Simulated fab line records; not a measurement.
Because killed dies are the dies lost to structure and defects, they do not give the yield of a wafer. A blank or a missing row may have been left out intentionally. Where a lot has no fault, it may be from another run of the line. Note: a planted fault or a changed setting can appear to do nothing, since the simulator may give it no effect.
What tool caused it? || flow gf180mcu || Sampling: 12 lots, 36 wafers, 5 of 602 route steps

## WHAT EACH GAUGE READ, for each wafer
GF_V4_CD_MEAS_14: the cd target is 260 nm.
{"lot": "L075", "measured": "day 24 18:14", "on": "cd sem-02", "cd nm (nm)": "258.5 259.2 259.0"}
{"lot": "L077", "measured": "day 25 06:06", "on": "cd sem-02", "cd nm (nm)": "260.6 260.0 261.2"}
{"lot": "L079", "measured": "day 26 07:20", "on": "cd sem-01", "cd nm (nm)": "258.8 259.2 259.4"}
{"lot": "L081", "measured": "day 26 21:23", "on": "cd sem-02", "cd nm (nm)": "260.2 260.3 259.3"}
{"lot": "L083", "measured": "day 27 11:28", "on": "cd sem-01", "cd nm (nm)": "259.2 260.6 260.7"}
{"lot": "L085", "measured": "day 28 01:40", "on": "cd sem-01", "cd nm (nm)": "260.9 261.7 260.4"}
{"lot": "L087", "measured": "day 28 16:19", "on": "cd sem-02", "cd nm (nm)": "260.2 258.7 260.3"}
{"lot": "L089", "measured": "day 29 03:41", "on": "cd sem-01", "cd nm (nm)": "260.5 261.5 260.7"}
{"lot": "L091", "measured": "day 29 17:22", "on": "cd sem-01", "cd nm (nm)": "260.4 260.0 259.7"}
{"lot": "L093", "measured": "day 30 08:42", "on": "cd sem-02", "cd nm (nm)": "260.0 259.1 259.1"}
{"lot": "L095", "measured": "day 30 16:17", "on": "cd sem-02", "cd nm (nm)": "259.8 260.1 259.2"}
{"lot": "L097", "measured": "day 31 14:29", "on": "cd sem-02", "cd nm (nm)": "261.2 261.2 262.7"}

## WHAT TOOL EACH LOT RAN ON (gives the tool, then ch and the chambers of the sampled wafers, and finally the start)
{"lot": "L075", "GF_V1_STRIP_18": "plasma asher-04 ch 0,1, day 18 12:17", "GF_M2_SPUTTER_01": "pvd sputter-01, day 18 13:34", "GF_M2_SPUTTER_02": "pvd sputter-01, day 18 13:36", "GF_M2_SPUTTER_04": "pvd sputter-01, day 18 13:39"}
{"lot": "L077", "GF_V1_STRIP_18": "plasma asher-03 ch 0,1, day 19 03:36", "GF_M2_SPUTTER_01": "pvd sputter-01, day 19 04:55", "GF_M2_SPUTTER_02": "pvd sputter-01, day 19 04:57", "GF_M2_SPUTTER_04": "pvd sputter-01, day 19 05:00"}
{"lot": "L079", "GF_V1_STRIP_18": "plasma asher-04 ch 0,1, day 20 07:01", "GF_M2_SPUTTER_01": "pvd sputter-01, day 20 08:21", "GF_M2_SPUTTER_02": "pvd sputter-01, day 20 08:23", "GF_M2_SPUTTER_04": "pvd sputter-01, day 20 08:26"}
{"lot": "L081", "GF_V1_STRIP_18": "plasma asher-03 ch 0,1, day 21 00:02", "GF_M2_SPUTTER_01": "pvd sputter-04, day 21 01:20", "GF_M2_SPUTTER_02": "pvd sputter-04, day 21 01:22", "GF_M2_SPUTTER_04": "pvd sputter-04, day 21 01:25"}
{"lot": "L083", "GF_V1_STRIP_18": "plasma asher-04 ch 0,1, day 21 15:59", "GF_M2_SPUTTER_01": "pvd sputter-04, day 21 17:19", "GF_M2_SPUTTER_02": "pvd sputter-04, day 21 17:20", "GF_M2_SPUTTER_04": "pvd sputter-04, day 21 17:24"}
{"lot": "L085", "GF_V1_STRIP_18": "plasma asher-02 ch 0,1, day 22 07:26", "GF_M2_SPUTTER_01": "pvd sputter-01, day 22 08:46", "GF_M2_SPUTTER_02": "pvd sputter-01, day 22 08:47", "GF_M2_SPUTTER_04": "pvd sputter-01, day 22 08:50"}
{"lot": "L087", "GF_V1_STRIP_18": "plasma asher-03 ch 0,1, day 23 00:26", "GF_M2_SPUTTER_01": "pvd sputter-03, day 23 01:46", "GF_M2_SPUTTER_02": "pvd sputter-03, day 23 01:47", "GF_M2_SPUTTER_04": "pvd sputter-03, day 23 01:50"}
{"lot": "L089", "GF_V1_STRIP_18": "plasma asher-03 ch 0,1, day 23 15:13", "GF_M2_SPUTTER_01": "pvd sputter-03, day 23 16:30", "GF_M2_SPUTTER_02": "pvd sputter-03, day 23 16:32", "GF_M2_SPUTTER_04": "pvd sputter-03, day 23 16:35"}
{"lot": "L091", "GF_V1_STRIP_18": "plasma asher-02 ch 0,1, day 24 08:31", "GF_M2_SPUTTER_01": "pvd sputter-03, day 24 09:50", "GF_M2_SPUTTER_02": "pvd sputter-03, day 24 09:52", "GF_M2_SPUTTER_04": "pvd sputter-03, day 24 09:55"}
{"lot": "L093", "GF_V1_STRIP_18": "plasma asher-04 ch 0,1, day 24 23:08", "GF_M2_SPUTTER_01": "pvd sputter-03, day 25 00:28", "GF_M2_SPUTTER_02": "pvd sputter-03, day 25 00:29", "GF_M2_SPUTTER_04": "pvd sputter-03, day 25 00:32"}
{"lot": "L095", "GF_V1_STRIP_18": "plasma asher-03 ch 0,1, day 25 10:29", "GF_M2_SPUTTER_01": "pvd sputter-01, day 25 11:49", "GF_M2_SPUTTER_02": "pvd sputter-01, day 25 11:50", "GF_M2_SPUTTER_04": "pvd sputter-01, day 25 11:53"}
{"lot": "L097", "GF_V1_STRIP_18": "plasma asher-02 ch 0,1, day 26 10:23", "GF_M2_SPUTTER_01": "pvd sputter-03, day 26 11:52", "GF_M2_SPUTTER_02": "pvd sputter-03, day 26 11:54", "GF_M2_SPUTTER_04": "pvd sputter-03, day 26 11:57"}
- GF_V1_STRIP_18: strips in O2/N2.
- GF_M2_SPUTTER_01: material TiN, target thk 30 nm, time 25 s.
- GF_M2_SPUTTER_02: material AlCu, target thk 450 nm, time 23.9 s.
- GF_M2_SPUTTER_04: material TiN, target thk 50 nm, time 43.34 s.

## THE ANSWER, worked out from the rows above alone
Rule: the usual values come from the lots themselves. Put in order of their means at a reading, lots are off if they are a third of the lots or fewer, leave a main group of 4 or more, and stand apart from it by a gap of 3 or more times the standard deviation of the main group's means; of several such gaps the widest counts. A main group is skipped when, at the precision printed for the reading in the tables above, its means are all equal. A lot without any number at a reading at which 4 lots or more have one is off too. All remaining lots with rows at the step are treated as sound.
Nothing can be told from this: no lot is off at any reading shown.

## WHAT WAS PUT IN BY THE SIMULATOR
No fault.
